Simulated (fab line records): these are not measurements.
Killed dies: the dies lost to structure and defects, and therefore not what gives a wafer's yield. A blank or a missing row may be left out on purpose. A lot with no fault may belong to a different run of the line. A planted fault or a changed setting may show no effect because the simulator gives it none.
Commonality check across tools ; flow gf180mcu ; Sample size 11 lots and 33 wafers

THE REASON FOR OPENING IT
GF_PSD_TW_MEAS_11, reading PSD_TW: flagged on 2 of 11 lots. Fault-free wafers read 3187, with a standard deviation of 27.
Rule: a lot is flagged when every wafer of it that has a number lies more than 4 standard deviations from that mean, or none has a number. The other lots count as sound.

lot;measured;on;PSD_TW, wafer by wafer;flag
L835;day 15 21:41;film_metro-04;3197 3203 3185;
L837;day 16 21:27;film_metro-04;3214 3203 3219;
L839;day 17 12:55;film_metro-01;3144 3133 3146;
L840;day 17 18:50;film_metro-02;3188 3188 3186;
L841;day 18 01:40;film_metro-01;3145 3145 3137;
L842;day 18 10:40;film_metro-02;2717 2705 2697;FLAGGED
L843;day 18 19:54;film_metro-04;3203 3219 3218;
L844;day 19 01:56;film_metro-02;3200 3186 3172;
L845;day 19 16:16;film_metro-01;2739 2731 2730;FLAGGED
L846;day 19 22:32;film_metro-01;3169 3176 3165;
L851;day 21 13:55;film_metro-04;3222 3205 3226;
On average the flagged lots' numbers are 2720, which is -467 against the usual, or -17 standard deviations.

LOT BY LOT: THE TOOL USED
Before the reading, the record contains 2 process steps out of a 602-step route. Every cell lists first the tool, next ch and the chambers used by the sampled wafers, and last the start.
lot;flag;GF_PSD_IMPLANT_09;GF_PSD_STRIP_10
L835;;implanter-01 ch 0, day 15 21:28;plasma_asher-04 ch 0,1, day 15 21:36
L837;;implanter-02 ch 0, day 16 21:12;plasma_asher-04 ch 0,1, day 16 21:21
L839;;implanter-01 ch 0, day 17 12:41;plasma_asher-04 ch 0,1, day 17 12:49
L840;;implanter-01 ch 0, day 17 18:35;plasma_asher-02 ch 0,1, day 17 18:44
L841;;implanter-04 ch 0, day 18 01:25;plasma_asher-02 ch 0,1, day 18 01:34
L842;FLAGGED;implanter-01 ch 0, day 18 10:25;plasma_asher-03 ch 0,1, day 18 10:34
L843;;implanter-02 ch 0, day 18 19:39;plasma_asher-04 ch 0,1, day 18 19:48
L844;;implanter-04 ch 0, day 19 01:41;plasma_asher-04 ch 0, day 19 01:50
L845;FLAGGED;implanter-01 ch 0, day 19 16:02;plasma_asher-02 ch 0,1, day 19 16:10
L846;;implanter-02 ch 0, day 19 22:17;plasma_asher-02 ch 0,1, day 19 22:26
L851;;implanter-04 ch 0, day 21 13:40;plasma_asher-03 ch 0,1, day 21 13:49
What is done by these steps:
- GF_PSD_IMPLANT_09
- GF_PSD_STRIP_10: strips in O2/N2.
- GF_PSD_TW_MEAS_11

FLAGGED OVER TOTAL, TOOL BY TOOL (the gauges that took the reading come last)
step;tool;lots run;flagged;share of the flagged lots;sound lots run after its first flagged lot
GF_PSD_IMPLANT_09;implanter-01;5;2;all;0
GF_PSD_IMPLANT_09;implanter-02;3;0;none;-
GF_PSD_IMPLANT_09;implanter-04;3;0;none;-
GF_PSD_STRIP_10;plasma_asher-02;4;1;some;1 (L846)
GF_PSD_STRIP_10;plasma_asher-03;2;1;some;1 (L851)
GF_PSD_STRIP_10;plasma_asher-04;5;0;none;-
GF_PSD_TW_MEAS_11;film_metro-01;4;1;some;1 (L846)
GF_PSD_TW_MEAS_11;film_metro-02;3;1;some;1 (L844)
GF_PSD_TW_MEAS_11;film_metro-04;4;0;none;-

WHAT THE TABLE ALLOWS
All flagged lots share 1 row of the table, namely implanter-01 at GF_PSD_IMPLANT_09.
- implanter-01 at GF_PSD_IMPLANT_09 ran 5 lots, 2 of them flagged. It ran its last sound lot, L840, at day 17 18:35 and its first flagged lot, L842, at day 18 10:25: a fault with its onset between the two fits. Its own readings (dose_ions_cm2, faraday_current_uA) fall more than 4 standard deviations out on all wafers of the flagged lots.
implanter-01 at GF_PSD_IMPLANT_09 is the single tool remaining.

WHAT WAS PUT IN BY THE SIMULATOR
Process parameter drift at GF_PSD_IMPLANT_09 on implanter-01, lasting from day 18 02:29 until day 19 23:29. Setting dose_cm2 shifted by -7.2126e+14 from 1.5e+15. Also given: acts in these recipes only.
Shown lots that were struck: L842, L845. The rule above found the same.
